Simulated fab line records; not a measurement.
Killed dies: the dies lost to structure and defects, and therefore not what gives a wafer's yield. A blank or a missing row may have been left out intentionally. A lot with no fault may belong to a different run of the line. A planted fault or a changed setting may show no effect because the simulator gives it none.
Split-lot experiment    flow gf180mcu    on a route of 602 steps: 5 lots, 23 wafers read

ON THE SPLIT
At GF_HV_LDD_DEVELOP_06 (develop time 60 s), the setting dev-temp-c was moved away from the recipe's 23 C on 10 of the 23 wafers read, by -10.2% to +15.7%. All remaining wafers had this setting at the recipe value.

The file shows no step between the split and the reading.

THE READING
At GF_HV_LDD_CD_MEAS_07: cd-nm in nanometres, against a target cd of 400 nm. A value of 399.0 nm with a standard deviation of 2 nm is what fault-free wafers of this fab line usually give.

wafer   tool, chamber at the split  dev-temp-c as run, C  against the recipe  cd-nm, nm  against lot-mates on the recipe
L074.1  litho-track-03, 0           26.62                 +15.7%              384.4      -15.8
L074.2  litho-track-03, 0           26.62                 +15.7%              387.0      -13.2
L074.4  litho-track-03, 0           23                    recipe              398.4      -
L074.5  litho-track-03, 0           23                    recipe              402.0      -
L074.6  litho-track-03, 0           23                    recipe              400.1      -
L077.1  litho-track-04, 0           20.79                 -9.6%               410.0      +9.6
L077.2  litho-track-04, 0           20.79                 -9.6%               407.6      +7.2
L077.4  litho-track-04, 0           23                    recipe              400.3      -
L077.5  litho-track-04, 0           20.79                 -9.6%               406.4      +6.0
L077.6  litho-track-04, 0           23                    recipe              400.4      -
L079.1  litho-track-04, 0           23                    recipe              398.4      -
L079.3  litho-track-04, 0           23                    recipe              396.8      -
L079.6  litho-track-04, 0           23                    recipe              398.8      -
L078.1  litho-track-03, 0           23                    recipe              396.2      -
L078.2  litho-track-03, 0           25.4                  +10.4%              387.4      -8.9
L078.4  litho-track-03, 0           25.4                  +10.4%              390.0      -6.2
L078.5  litho-track-03, 0           23                    recipe              396.3      -
L078.6  litho-track-03, 0           25.4                  +10.4%              387.6      -8.6
L084.1  litho-track-02, 0           20.65                 -10.2%              409.3      +8.9
L084.2  litho-track-02, 0           23                    recipe              400.7      -
L084.3  litho-track-02, 0           23                    recipe              399.0      -
L084.5  litho-track-02, 0           20.65                 -10.2%              408.7      +8.3
L084.6  litho-track-02, 0           23                    recipe              401.6      -

FIT RESULTS
A straight line over all 23 wafers: cd-nm changes by -0.931 nm for each +1% of dev-temp-c; r = -0.97; the points scatter about the line by 1.8 nm.
The same after taking each lot's own level away (the mean of its wafers on the recipe; 23 wafers): -0.84 nm for each +1%; r = -0.98; scatter 1.2 nm.
According to that fit, moving dev-temp-c by its largest amount changes the reading by 13 nm.
Measured against the standard deviation above, the lots' own levels, which go from 396.25 to 400.43 nm, span 2.1 times it.
So the lot-to-lot level changes the slope: the two fits differ.
Check: -12.6 nm against its lot-mates is what the line predicts for one of the wafers moved furthest among these (+15.7%) when that wafer is left out of the fit. It came out at -15.8 nm against them.

OTHER SPLITS APPLIED TO THESE WAFERS
Other splits were also applied to these wafers ahead of the reading. Each is held against what the fit with the lots' levels taken away leaves over:
other split on the same wafers       wafers away from the commonest value  r with cd-nm (lot level and that fit taken away)
GF_STI_PEB_10 peb-temp-c             11                                    +0.22
GF_STI_WET_ETCH_17 time-s            15                                    -0.02
GF_MVSD_IMPLANT_08 dose-cm2          8                                     +0.01
GF_MVSD_STRIP_10 power-w             7                                     -0.31
GF_VT_IMPLANT_COAT_13 spin-rpm       8                                     +0.33
GF_VT_IMPLANT_SOFTBAKE_36 temp-c     10                                    -0.39
GF_VT_IMPLANT_IMPLANT_41 dose-cm2    2                                     +0.02
GF_DUAL_GATE_OXIDATION_15 ox-time-s  18                                    +0.28
GF_POLY_GATE_COAT_05 resist-thk-nm   11                                    -0.07

FILE'S OWN FIT
cd-nm changes by -0.854 nm for each +1% of dev-temp-c, r = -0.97.
